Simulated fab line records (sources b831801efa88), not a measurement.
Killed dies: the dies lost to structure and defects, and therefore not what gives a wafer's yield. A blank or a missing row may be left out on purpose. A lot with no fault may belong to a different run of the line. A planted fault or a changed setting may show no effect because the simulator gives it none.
Split-lot trial	flow sky130	on a route of 708 steps: 4 lots, 10 wafers read

== THE SPLIT ITSELF ==
At SKY_LI_CONTACT_CMP_02 (polishes PSG), the setting leave above ref nm was moved away from the recipe's 597.2 nm on 4 of the 10 wafers read, by -5.1% to +4.2%. The other wafers ran this setting at the recipe's value.

== FROM THE SPLIT TO THE READING: what the file shows between them, 2 steps ==
- SKY_LI_CONTACT_DEHYDRATE_04: time 60 s
- SKY_LI_CONTACT_ETCH_14: etches BARC in N2/H2, stops on SiO2, time 45.9 s, target depth 60 nm

== THE READING ==
etch.depth nm (the simulator's own value, which no gauge read), in nm, at SKY_LI_CONTACT_ETCH_15 (etches PSG in C4F8/O2/Ar, stops on Si, target depth 600 nm). There is no usual value for it anywhere in the file. Here, 6 wafers ran the recipe; their average is 597.1 nm with a standard deviation of 1 nm.

wafer	tool, chamber at the split	leave above ref nm as run, nm	against the recipe	etch.depth nm, nm	against lot-mates on the recipe
L076.1	cmp-01, 2	597.2	recipe	596.9	-
L076.2	cmp-01, 1	622.2	+4.2%	620.9	+24.0
L076.4	cmp-01, 0	622.2	+4.2%	623.2	+26.3
L079.3	cmp-01, 1	597.2	recipe	598.1	-
L079.4	cmp-01, 3,1	566.6	-5.1%	567.9	-30.2
L079.5	cmp-01, 3,1	566.6	-5.1%	567.9	-30.2
L080.3	cmp-02, 3	597.2	recipe	597.1	-
L084.3	cmp-02, 2	597.2	recipe	595	-
L084.4	cmp-02, 0	597.2	recipe	597.5	-
L084.6	cmp-02, 0	597.2	recipe	598	-
Where a row lists several chambers, the file gives one row for several wafers and doesn't say which wafer went through which chamber.

THE FIT
A straight line over all 10 wafers: etch.depth nm changes by +5.81 nm for each +1% of leave above ref nm; r = +1.00; the points scatter about the line by 1.1 nm.
The same after taking each lot's own level away (the mean of its wafers on the recipe; 10 wafers): +5.94 nm for each +1%; r = +1.00; scatter 1 nm.
Per that fit: largest leave above ref nm move, reading shift of 30 nm.
Measured against the standard deviation above, the lots' own levels, which go from 596.83 to 598.10 nm, span 1.2 times it.
Consequently the slope shifts little with the lot-to-lot level, the two slopes agreeing.
Check: with one of the wafers moved furthest among these (-5.1%) left out of the fit, the line predicts -30.4 nm for it against its lot-mates. It came out at -30.2 nm against them.

== FURTHER SPLITS ON THESE WAFERS ==
Before the reading, these wafers also passed through other splits. Each is held against what the fit with the lots' levels taken away leaves over:
other split on the same wafers	wafers away from the commonest value	r with etch.depth nm (lot level and that fit taken away)
SKY_POLY_CUT_ETCH_10 time s	2	-0.42
SKY_SD_P_COAT_02 resist thk nm	3	+0.33
SKY_RES_XHIGH_COAT_02 resist thk nm	2	+0.01
SKY_LI_CONTACT_HDPCVD_00 time s	1	+0.49

== THE WHOLE CHAIN: every reading that the file lists as answering this split, in the file's order ==
step	what it does	reading	change (the file's fit)	r (the file's)
SKY_LI_CONTACT_CMP_02	polishes PSG	PSG_of_LI_CONTACT_HDPCVD_00.thk nm (the simulator's own value, which no gauge read)	+5.99 nm for each +1% of the setting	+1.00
SKY_LI_CONTACT_ETCH_15	etches PSG in C4F8/O2/Ar, stops on Si, target depth 600 nm	LI_CONTACT.feature depth nm (the simulator's own value, which no gauge read)	+5.99 nm for each +1% of the setting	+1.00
SKY_LI_CONTACT_ETCH_15	etches PSG in C4F8/O2/Ar, stops on Si, target depth 600 nm	etch.depth nm (the simulator's own value, which no gauge read)	+5.94 nm for each +1% of the setting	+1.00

== THE FILE'S OWN FIT ==
etch.depth nm changes by +5.94 nm for each +1% of leave above ref nm, r = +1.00.
